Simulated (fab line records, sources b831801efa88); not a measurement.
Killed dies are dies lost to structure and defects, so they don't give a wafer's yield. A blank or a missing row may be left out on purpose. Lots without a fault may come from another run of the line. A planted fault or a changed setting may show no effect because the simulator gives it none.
Which tool did it? | flow gf180mcu | 15 lots, 45 wafers sampled, at 6 steps of a route of 602

WHAT THE GAUGES READ, wafer by wafer
GF_POLY_GATE_CD_MEAS_10: target cd 280 nm.
lot  | measured     | on        | cd_nm (nm)
L455 | day 9 08:35  | cd_sem-02 | 280.4 280.7 279.1
L456 | day 9 11:45  | cd_sem-02 | 278.1 278.6 277.7
L457 | day 9 16:31  | cd_sem-01 | 283.2 282.3 282.7
L458 | day 9 22:17  | cd_sem-02 | 278.5 278.1 278.0
L460 | day 10 13:47 | cd_sem-02 | 281.0 281.0 280.0
L462 | day 11 12:53 | cd_sem-02 | 280.7 280.2 280.3
L463 | day 11 20:40 | cd_sem-01 | 280.7 281.8 281.3
L466 | day 12 17:55 | cd_sem-02 | 277.3 277.7 277.2
L467 | day 12 21:53 | cd_sem-02 | 279.2 279.7 278.5
L469 | day 13 12:53 | cd_sem-01 | 280.9 281.5 280.9
L472 | day 14 10:41 | cd_sem-01 | 280.5 280.4 279.4
L473 | day 14 14:43 | cd_sem-02 | 278.5 279.1 280.1
L475 | day 15 00:40 | cd_sem-02 | 278.8 279.0 278.3
L476 | day 15 15:57 | cd_sem-01 | 280.2 279.0 280.0
L477 | day 15 22:46 | cd_sem-01 | 280.8 278.7 279.3

GF_HV_LDD_TW_MEAS_38.
lot  | measured     | on            | HV_LDD_3_TW
L455 | day 11 20:01 | film_metro-04 | 1460 1454 1460
L456 | day 11 21:45 | film_metro-04 | 1454 1461 1453
L457 | day 12 02:40 | film_metro-01 | 1420 1422 1426
L458 | day 12 09:07 | film_metro-01 | 1415 1421 1421
L460 | day 13 01:42 | film_metro-03 | 1419 1418 1410
L462 | day 14 03:45 | film_metro-04 | 1457 1459 1454
L463 | day 14 10:34 | film_metro-03 | 1423 1416 1422
L466 | day 15 10:43 | film_metro-01 | 1417 1419 1414
L467 | day 15 13:16 | film_metro-01 | 1418 1416 1421
L469 | day 16 09:08 | film_metro-01 | 1424 1422 1414
L472 | day 17 08:49 | film_metro-01 | 1413 1414 1412
L473 | day 17 12:57 | film_metro-04 | 1464 1457 1456
L475 | day 18 00:00 | film_metro-04 | 1334 1338 1331
L476 | day 18 15:29 | film_metro-04 | 1334 1337 1328
L477 | day 18 22:23 | film_metro-04 | 1333 1331 1344

GF_HV_LDD_RS_MEAS_53: measures by four-point-probe.
lot  | measured     | on            | HV_LDD_RS (ohm/sq)
L455 | day 12 15:30 | film_metro-04 | 418.2 418.3 417.7
L456 | day 12 17:22 | film_metro-01 | 417.5 416.5 416.9
L457 | day 12 22:42 | film_metro-01 | 417.8 418.0 417.0
L458 | day 13 05:28 | film_metro-01 | 418.6 418.6 418.4
L460 | day 13 22:23 | film_metro-01 | 418.7 418.7 417.1
L462 | day 15 00:34 | film_metro-03 | 416.5 416.9 416.9
L463 | day 15 07:34 | film_metro-01 | 419.8 419.5 419.1
L466 | day 16 09:49 | film_metro-03 | 418.7 417.9 418.3
L467 | day 16 12:34 | film_metro-03 | 418.7 417.2 417.3
L469 | day 17 07:43 | film_metro-04 | 420.3 419.1 419.3
L472 | day 18 08:46 | film_metro-03 | 418.4 416.9 418.7
L473 | day 18 12:38 | film_metro-01 | 416.9 418.2 417.6
L475 | day 18 23:45 | film_metro-03 | 441.1 439.9 440.1
L476 | day 19 15:40 | film_metro-01 | 441.7 439.9 440.9
L477 | day 19 23:39 | film_metro-03 | 440.2 439.5 439.5

WHICH TOOL RAN EACH LOT (tool, then ch and the chambers of the sampled wafers, then the start)
lot  | GF_POLY_GATE_STRIP_14                | GF_HV_LDD_IMPLANT_34            | GF_HV_LDD_RTA_52
L455 | plasma_asher-01 ch 1, day 9 08:50    | implanter-03 ch 0, day 11 19:28 | rtp_anneal-01 ch 0, day 12 15:26
L456 | plasma_asher-01 ch 0, day 9 12:01    | implanter-03 ch 0, day 11 21:13 | rtp_anneal-01 ch 0, day 12 17:17
L457 | plasma_asher-02 ch 0,1, day 9 16:47  | implanter-04 ch 0, day 12 02:07 | rtp_anneal-01 ch 0, day 12 22:38
L458 | plasma_asher-04 ch 0,1, day 9 22:31  | implanter-03 ch 0, day 12 08:37 | rtp_anneal-02 ch 0, day 13 05:23
L460 | plasma_asher-01 ch 0,1, day 10 14:01 | implanter-04 ch 0, day 13 01:12 | rtp_anneal-02 ch 0, day 13 22:17
L462 | plasma_asher-01 ch 0,1, day 11 13:08 | implanter-04 ch 0, day 14 03:10 | rtp_anneal-02 ch 0, day 15 00:30
L463 | plasma_asher-02 ch 0,1, day 11 20:56 | implanter-03 ch 0, day 14 10:02 | rtp_anneal-02 ch 0, day 15 07:29
L466 | plasma_asher-04 ch 0,1, day 12 18:11 | implanter-04 ch 0, day 15 10:10 | rtp_anneal-02 ch 0, day 16 09:45
L467 | plasma_asher-04 ch 0,1, day 12 22:08 | implanter-02 ch 0, day 15 12:43 | rtp_anneal-01 ch 0, day 16 12:30
L469 | plasma_asher-02 ch 0,1, day 13 13:08 | implanter-04 ch 0, day 16 08:35 | rtp_anneal-01 ch 0, day 17 07:38
L472 | plasma_asher-01 ch 0,1, day 14 10:56 | implanter-02 ch 0, day 17 08:19 | rtp_anneal-01 ch 0, day 18 08:40
L473 | plasma_asher-02 ch 0,1, day 14 14:58 | implanter-03 ch 0, day 17 12:26 | rtp_anneal-02 ch 0, day 18 12:33
L475 | plasma_asher-04 ch 1, day 15 00:56   | implanter-03, day 17 23:27      | rtp_anneal-02 ch 0, day 18 23:41
L476 | plasma_asher-04 ch 0,1, day 15 16:11 | implanter-02, day 18 14:58      | rtp_anneal-01 ch 0, day 19 15:35
L477 | plasma_asher-02 ch 0,1, day 15 23:01 | implanter-03, day 18 21:52      | rtp_anneal-01 ch 0, day 19 23:34
- GF_POLY_GATE_STRIP_14: strips in O2/N2.
- GF_HV_LDD_IMPLANT_34
- GF_HV_LDD_RTA_52: time 10 s.

WHAT THE TOOLS THEMSELVES READ (means of the sampled wafers that have a number; where no wafer has one, the mark that the record gives instead)
GF_POLY_GATE_STRIP_14.
lot  | tool            | drypump_motor_current_A (A) | heater_power_w (W) | oes_product_au (a.u.) | platen_temp_c (C)
L455 | plasma_asher-01 | 6.40                        | 313                | 0.503                 | 249.95
L456 | plasma_asher-01 | 5.79                        | 332                | 0.506                 | 249.97
L457 | plasma_asher-02 | 6.09                        | 340                | 0.507                 | 250.13
L458 | plasma_asher-04 | 5.95                        | 336                | 0.501                 | 249.89
L460 | plasma_asher-01 | 6.19                        | 322                | 0.502                 | 249.87
L462 | plasma_asher-01 | 6.17                        | 323                | 0.505                 | 250.21
L463 | plasma_asher-02 | 6.13                        | 338                | 0.506                 | 249.89
L466 | plasma_asher-04 | 6.03                        | 326                | 0.501                 | 250.07
L467 | plasma_asher-04 | 5.95                        | 341                | 0.507                 | 250.04
L469 | plasma_asher-02 | 6.07                        | 337                | 0.507                 | 250.05
L472 | plasma_asher-01 | 5.99                        | 330                | 0.505                 | 250.17
L473 | plasma_asher-02 | 6.10                        | 333                | 0.504                 | 250.09
L475 | plasma_asher-04 | 6.11                        | 317                | 0.506                 | 249.93
L476 | plasma_asher-04 | 5.95                        | 334                | 0.504                 | 249.91
L477 | plasma_asher-02 | 6.14                        | 339                | 0.513                 | 249.81

GF_HV_LDD_IMPLANT_34.
lot  | tool         | beam_energy_keV | beam_on_s (s)
L455 | implanter-03 | 59.988          | 10.05
L456 | implanter-03 | 59.985          | 9.90
L457 | implanter-04 | 60.021          | 10.05
L458 | implanter-03 | 60.010          | 9.91
L460 | implanter-04 | 60.010          | 10.09
L462 | implanter-04 | 59.986          | 10.18
L463 | implanter-03 | 60.014          | 10.14
L466 | implanter-04 | 60.005          | 10.06
L467 | implanter-02 | 60.000          | 10.04
L469 | implanter-04 | 59.988          | 9.87
L472 | implanter-02 | 59.987          | 10.14
L473 | implanter-03 | 59.995          | 10.12
L475 | implanter-03 | -               | -
L476 | implanter-02 | -               | -
L477 | implanter-03 | -               | -

GF_HV_LDD_RTA_52.
lot  | tool          | anneal_temp_c_max | lamp_power_pct (%) | wafer_temp_C_max
L455 | rtp_anneal-01 | 1005.9            | 32.7               | 1002.7
L456 | rtp_anneal-01 | 1005.7            | 32.7               | 1002.8
L457 | rtp_anneal-01 | 1005.1            | 32.7               | 1001.7
L458 | rtp_anneal-02 | 1004.0            | 37.5               | 1006.2
L460 | rtp_anneal-02 | 1004.5            | 37.5               | 1007.5
L462 | rtp_anneal-02 | 1005.7            | 37.6               | 1006.1
L463 | rtp_anneal-02 | 1005.2            | 37.6               | 1006.2
L466 | rtp_anneal-02 | 1005.0            | 37.6               | 1006.3
L467 | rtp_anneal-01 | 1005.5            | 32.7               | 1003.0
L469 | rtp_anneal-01 | 1005.6            | 32.7               | 1002.5
L472 | rtp_anneal-01 | 1005.6            | 32.7               | 1003.0
L473 | rtp_anneal-02 | 1004.2            | 37.5               | 1006.2
L475 | rtp_anneal-02 | 1004.5            | 37.5               | 1006.6
L476 | rtp_anneal-01 | 1005.1            | 32.7               | 1002.8
L477 | rtp_anneal-01 | 1006.0            | 32.6               | 1002.1

THE ANSWER, worked out from the rows above alone
Rule: what is usual is taken from the lots themselves. Put in order of their means at a reading, lots are off if they are a third of the lots or fewer, leave a main group of 4 or more, and stand apart from it by a gap of 3 or more times the standard deviation of the main group's means; of several such gaps the widest counts. A main group whose means are all the same, to the digits that the tables above print for the reading, isn't used. A lot without any number at a reading at which 4 lots or more have one is off too. The other lots that the step has rows for count as sound. The gauges are gone through in route order, then the tools' own readings, and for those a lot's mean is taken as printed above. The first step at which some lot is off is used, and at that step the reading that is off furthest; a lot without a number counts as furthest.
Off: L475, L476, L477, at GF_HV_LDD_TW_MEAS_38 (HV_LDD_3_TW). The main group: mean 1431, standard deviation 19.
A tool fits if, at a process step before that reading, it ran every lot that is off, and no sound lot after the first of them. The gauges at GF_HV_LDD_TW_MEAS_38 aren't tried: what is off there is off at GF_HV_LDD_RS_MEAS_53 too, on other tools, and a gauge's error can't cause that. None of those tried fits.

WHAT THE SIMULATOR HAD PUT IN
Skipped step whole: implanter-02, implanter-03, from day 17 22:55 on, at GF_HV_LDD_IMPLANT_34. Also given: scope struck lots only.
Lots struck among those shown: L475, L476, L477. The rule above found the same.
